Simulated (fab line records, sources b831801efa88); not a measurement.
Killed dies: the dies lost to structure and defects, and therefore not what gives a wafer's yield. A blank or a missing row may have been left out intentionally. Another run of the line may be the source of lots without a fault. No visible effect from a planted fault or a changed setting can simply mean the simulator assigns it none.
Which tool was responsible? / flow sfq line / 7 lots, 21 wafers sampled, at 2 steps of a route of 325

WHAT THE GAUGES SHOWED, per wafer
SFQ_M3_RS_MEAS_919: uses a four-point probe to measure.
lot=L522; measured=day 45 15:59; on=film metro-01; M3_NB_RS (ohm/sq)=0.955 0.946 0.945
lot=L524; measured=day 46 05:11; on=film metro-03; M3_NB_RS (ohm/sq)=0.948 0.951 0.948
lot=L533; measured=day 50 17:55; on=film metro-01; M3_NB_RS (ohm/sq)=0.871 0.880 0.870
lot=L535; measured=day 51 04:44; on=film metro-03; M3_NB_RS (ohm/sq)=0.867 0.871 0.873
lot=L537; measured=day 51 13:19; on=film metro-01; M3_NB_RS (ohm/sq)=0.898 0.911 0.904
lot=L539; measured=day 52 08:21; on=film metro-04; M3_NB_RS (ohm/sq)=0.879 0.878 0.871
lot=L542; measured=day 53 18:02; on=film metro-03; M3_NB_RS (ohm/sq)=0.906 0.900 0.891

WHICH TOOL RAN EACH LOT (tool, then ch and the chambers of the sampled wafers, then the start)
lot=L522; SFQ_TRILAYER_M3_DEP_SPUTTER_073=pvd sputter-05, day 45 15:53
lot=L524; SFQ_TRILAYER_M3_DEP_SPUTTER_073=pvd sputter-05, day 46 05:05
lot=L533; SFQ_TRILAYER_M3_DEP_SPUTTER_073=pvd sputter-04, day 50 17:49
lot=L535; SFQ_TRILAYER_M3_DEP_SPUTTER_073=pvd sputter-04, day 51 04:37
lot=L537; SFQ_TRILAYER_M3_DEP_SPUTTER_073=pvd sputter-06, day 51 13:13
lot=L539; SFQ_TRILAYER_M3_DEP_SPUTTER_073=pvd sputter-04, day 52 08:13
lot=L542; SFQ_TRILAYER_M3_DEP_SPUTTER_073=pvd sputter-06, day 53 17:57
- SFQ_TRILAYER_M3_DEP_SPUTTER_073: material Nb, target thk 200 nm, time 133.3 s.

THE ANSWER, worked out from the rows above alone
Rule: the usual values come from the lots themselves. The widest of any qualifying gaps counts: lots, ordered by their means at a reading, are off when they make up no more than a third of the lots, leave a main group of 4 or more, and stand apart from it by 3 or more times the standard deviation of that group's means. If all means in a main group match to the digits the tables above print for the reading, that group is not used. A lot without any number at a reading at which 4 lots or more have one is off too. Where the step has rows for the other lots, those lots are counted as sound.
Off: at SFQ_M3_RS_MEAS_919 (M3_NB_RS), L522, L524. The main group: mean 0.885 ohm/sq, standard deviation 0.014.
If a tool, at a process step before that reading, ran all the lots that are off and no sound lot after the first of them, it fits. Those tools and the gauges at SFQ_M3_RS_MEAS_919 are tried in the same way. One fits: pvd sputter-05 at SFQ_TRILAYER_M3_DEP_SPUTTER_073. It ran no sound lot before its first lot that is off in this sample, so the start can't be narrowed down.

WHAT HAD BEEN PUT IN BY THE SIMULATOR
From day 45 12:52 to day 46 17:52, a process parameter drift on pvd sputter-05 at SFQ_TRILAYER_M3_DEP_SPUTTER_073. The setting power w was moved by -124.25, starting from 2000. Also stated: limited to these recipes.
Lots struck among those shown: L522, L524. Same finding as the rule above.
